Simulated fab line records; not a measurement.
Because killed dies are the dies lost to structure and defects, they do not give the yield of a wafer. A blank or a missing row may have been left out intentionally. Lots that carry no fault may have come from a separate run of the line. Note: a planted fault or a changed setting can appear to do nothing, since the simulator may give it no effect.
8D (eight disciplines) problem report, filled in by code :: flow gf180mcu :: the parts of the form that need people (team, actions taken, sign-off) are left out

## 1. WHAT IS WRONG
Wafers with no fault read 16.53 s with a standard deviation of 0.034, whereas stripTimeToEndpointS at GF_PSD_STRIP_10 reads a mean of 17.54 s on 1 wafer of 1 lot. Measured from the usual mean, that is +30 standard deviations.
The step: strips in O2/N2.
First seen on wafer L689.6, day 18 18:16, on plasmaAsher-04. The record has a number at this step for 35 wafers belonging to 12 lots. By rule, "out" or "out of limits" means more than 4 standard deviations away from the usual mean. The rest of the wafers with a number are treated as sound.

## 2. WHAT IT IS, WHAT IT ISN'T
question: which readings at this step
is: stripTimeToEndpointS
is not: drypumpMotorCurrentA, heaterPowerW, oesProductAu

question: which lots
is: L689
is not: L677, L678, L680, L681, L682, L684, L685, L686, L695, L697, L699

question: which wafers of those lots
is: L689.6
is not: L689.2

question: read on which tools
is: plasmaAsher-04
is not: plasmaAsher-02, plasmaAsher-03

question: when
is: from day 18 18:16
is not: up to then (25 sound wafers); but 9 sound wafers of L695, L697, L699 came after

## 3. WHAT RULES OUT EACH SUSPECT
Counting: a tool at a process step up to the reading stays a suspect if it ran every lot that is out. Sound lots after the first of them don't rule it out here, since some wafers of a struck lot are sound.
- plasmaAsher-03 at GF_MVPSD_STRIP_10 (strips in O2/N2): kept. It processed L689, the lot that is out, at day 8 05:20, and its most recent sound lot before then was L684 at day 7 03:37.
- lithoTrack-04 at GF_PSD_COAT_02 (resist thk 1000 nm): kept. It processed L689, the lot that is out, at day 18 06:01, and its most recent sound lot before then was L685 at day 16 20:54.
- plasmaAsher-04 at GF_PSD_STRIP_10 (strips in O2/N2): kept. It processed L689, the lot that is out, at day 18 18:16, and its most recent sound lot before then was L685 at day 17 09:00. Its own stripTimeToEndpointS readings are out on those wafers.
Still standing after the count: plasmaAsher-03 at GF_MVPSD_STRIP_10, lithoTrack-04 at GF_PSD_COAT_02, plasmaAsher-04 at GF_PSD_STRIP_10.

## 4. THE CAUSE (what the simulator had put in)
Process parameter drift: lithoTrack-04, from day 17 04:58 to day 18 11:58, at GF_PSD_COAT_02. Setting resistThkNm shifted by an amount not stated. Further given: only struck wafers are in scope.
Counting leaves 3 suspects; this tool is one of them.

## 5. THE EFFECT CHAIN, in route order
Each row: a reading where the mean over the struck wafers with a number is more than 3 standard deviations away from the usual. Only readings for which the record gives a usual standard deviation are gone through. hours: the time from each lot's start at the first step in this table that gives one to its start at this step, as a median over the lots. sigmas: the change in usual standard deviations.
hours: 0
step: GF_PSD_STRIP_10
reading: stripTimeToEndpointS
usual: 16.53 s
on struck wafers: 17.54
change: +1.01
sigmas: +30
Its process steps:
- GF_PSD_STRIP_10: strips in O2/N2.
Later measuring or inspecting steps at which every struck wafer that the step has a row for has a number for every such reading, and none has moved that far: GF_V4_THK_MEAS_01.

## 6. HOW IT WOULD HAVE BEEN CAUGHT EARLIER
37 hours passed between the start of the fault at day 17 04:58 and the first reading out of limits in this record, taken at day 18 18:16.
By day 18 18:16, every lot that is out (1) had started GF_PSD_COAT_02 on lithoTrack-04. Tool hold at that time: it would have spared none of them.
